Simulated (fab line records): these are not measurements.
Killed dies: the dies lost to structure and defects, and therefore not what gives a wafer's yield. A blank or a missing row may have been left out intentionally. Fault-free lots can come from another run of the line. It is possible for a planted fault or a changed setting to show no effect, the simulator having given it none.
Which tool was responsible? ; flow sky130 ; 15 lots with 45 wafers sampled at 4 steps, on a route of 708 steps

== WHAT EACH GAUGE READ, for each wafer ==
SKY_CAPM_RS_MEAS_03: measures by four-point-probe. Usual: CAPM_TIN_RS 7.11 ohm/sq, standard deviation 0.078.
lot;measured;on;CAPM_TIN_RS (ohm/sq);flag
L299;day 36 19:24;film_metro-04;7.09 7.15 7.06;
L300;day 37 04:02;film_metro-04;6.97 7.15 7.10;
L301;day 37 13:45;film_metro-02;7.23 7.14 7.20;
L309;day 40 07:37;film_metro-04;7.17 7.10 7.12;
L310;day 40 12:26;film_metro-04;7.07 7.12 7.10;
L311;day 40 13:32;film_metro-02;7.26 7.12 7.14;
L312;day 40 20:50;film_metro-04;7.17 7.09 7.14;
L314;day 41 16:55;film_metro-04;7.00 7.10 7.08;
L316;day 41 23:37;film_metro-01;7.01 7.04 7.15;
L317;day 42 06:12;film_metro-04;7.20 7.07 7.08;
L319;day 42 13:56;film_metro-02;7.14 7.00 7.08;
L318;day 42 15:26;film_metro-04;7.00 6.99 7.06;
L320;day 43 03:17;film_metro-01;7.27 7.20 7.26;
L321;day 43 07:49;film_metro-04;6.92 7.10 6.92;
L322;day 43 08:08;film_metro-04;7.08 7.11 7.13;

SKY_METAL3_OVL_MEAS_14. Usual: METAL3_OVL 1 nm, standard deviation 5.9.
lot;measured;on;METAL3_OVL (nm);flag
L299;day 38 23:46;overlay-01;9 12 8;
L300;day 39 06:27;overlay-01;2 12 1;
L301;day 39 17:12;overlay-01;2 7 -1;
L309;day 42 08:46;overlay-02;-4 -7 -9;
L310;day 42 13:33;overlay-01;- - -;OFF
L311;day 42 14:18;overlay-01;- - -;OFF
L312;day 42 21:51;overlay-01;- - -;OFF
L314;day 43 16:51;overlay-01;7 2 2;
L316;day 43 23:51;overlay-01;6 10 1;
L317;day 44 05:51;overlay-02;-1 2 11;
L319;day 44 11:57;overlay-02;0 4 1;
L318;day 44 14:12;overlay-01;-2 8 7;
L320;day 45 01:22;overlay-01;5 2 4;
L321;day 45 06:12;overlay-02;-1 -6 -12;
L322;day 45 06:17;overlay-01;4 3 15;

== WHAT TOOL EACH LOT RAN ON (gives the tool, then ch and the chambers of the sampled wafers, and finally the start) ==
lot;SKY_METAL3_SPUTTER_03;SKY_METAL3_EXPOSE_10
L299;pvd_sputter-02, day 36 19:08;krf_scanner-01 ch 0, day 38 10:59
L300;pvd_sputter-03, day 37 03:45;krf_scanner-01 ch 0, day 38 18:03
L301;pvd_sputter-03, day 37 13:29;krf_scanner-01 ch 0, day 39 04:31
L309;pvd_sputter-02, day 40 07:22;krf_scanner-02 ch 0, day 41 21:05
L310;pvd_sputter-03, day 40 12:10;krf_scanner-01, day 42 02:16
L311;pvd_sputter-01, day 40 13:17;krf_scanner-01, day 42 03:11
L312;pvd_sputter-03, day 40 20:34;krf_scanner-02, day 42 09:48
L314;pvd_sputter-01, day 41 16:39;krf_scanner-01 ch 0, day 43 05:08
L316;pvd_sputter-01, day 41 23:20;krf_scanner-02 ch 0, day 43 12:22
L317;pvd_sputter-03, day 42 05:53;krf_scanner-01 ch 0, day 43 18:41
L319;pvd_sputter-01, day 42 13:39;krf_scanner-01 ch 0, day 44 01:34
L318;pvd_sputter-01, day 42 15:10;krf_scanner-02 ch 0, day 44 03:21
L320;pvd_sputter-01, day 43 03:02;krf_scanner-02 ch 0, day 44 13:56
L321;pvd_sputter-01, day 43 07:33;krf_scanner-01 ch 0, day 44 19:00
L322;pvd_sputter-03, day 43 07:52;krf_scanner-01 ch 0, day 44 19:22
- SKY_METAL3_SPUTTER_03: material Ti, target thk 5 nm, time 3.3 s.
- SKY_METAL3_EXPOSE_10: exposes mask MM3, target cd 300 nm.

== AS READ BY THE TOOLS THEMSELVES (means over the sampled wafers that have a number; for cases with no such wafer, the mark the record gives instead) ==
SKY_METAL3_SPUTTER_03. Usual: throttle_valve_pct at 29.6 %, with a standard deviation of 0.86.
lot;tool;throttle_valve_pct (%);flag
L299;pvd_sputter-02;30.5;
L300;pvd_sputter-03;29.9;
L301;pvd_sputter-03;30.2;
L309;pvd_sputter-02;30.4;
L310;pvd_sputter-03;29.5;
L311;pvd_sputter-01;29.5;
L312;pvd_sputter-03;29.3;
L314;pvd_sputter-01;28.8;
L316;pvd_sputter-01;28.9;
L317;pvd_sputter-03;29.5;
L319;pvd_sputter-01;28.4;
L318;pvd_sputter-01;28.8;
L320;pvd_sputter-01;28.9;
L321;pvd_sputter-01;28.7;
L322;pvd_sputter-03;29.7;

SKY_METAL3_EXPOSE_10. Usual: exposure_dose_mJ_cm2 28.05, standard deviation 0.069; focus_offset_nm 0.1 nm, standard deviation 0.5.
lot;tool;exposure_dose_mJ_cm2;focus_offset_nm (nm);flag
L299;krf_scanner-01;27.97;0.3;
L300;krf_scanner-01;27.99;0.5;
L301;krf_scanner-01;27.99;0.3;
L309;krf_scanner-02;28.12;-0.0;
L310;krf_scanner-01;-;-;OFF
L311;krf_scanner-01;-;-;OFF
L312;krf_scanner-02;-;-;OFF
L314;krf_scanner-01;27.99;-0.2;
L316;krf_scanner-02;28.16;0.6;
L317;krf_scanner-01;27.99;-0.3;
L319;krf_scanner-01;27.97;0.1;
L318;krf_scanner-02;28.13;0.1;
L320;krf_scanner-02;28.11;-0.4;
L321;krf_scanner-01;27.99;0.0;
L322;krf_scanner-01;27.96;0.1;

== THE ANSWER, worked out from the rows above alone ==
Rule: lot off if the mean of its wafers having a number is beyond 3 standard deviations from the usual mean. A lot without any number at a reading at which 4 lots or more have one is off too. The other lots that the step has rows for count as sound. Order of review: gauges by route order, followed by the tools' own readings, for which a lot's mean as printed above is used. At the first step where some lot is off, the reading lying furthest off is the one used; lots without a number count as furthest.
Off: L310, L311, L312, seen at SKY_METAL3_OVL_MEAS_14 (METAL3_OVL). Without a number there: L310, L311, L312.
A tool fits if, at a process step before that reading, it ran every lot that is off, and no sound lot after the first of them. Not tried: the gauges at SKY_METAL3_OVL_MEAS_14; whatever is off there is also off at SKY_METAL3_EXPOSE_10, on other tools, and gauge error can't account for it. None of those tried fits.

== WHAT THE SIMULATOR HAD INSERTED ==
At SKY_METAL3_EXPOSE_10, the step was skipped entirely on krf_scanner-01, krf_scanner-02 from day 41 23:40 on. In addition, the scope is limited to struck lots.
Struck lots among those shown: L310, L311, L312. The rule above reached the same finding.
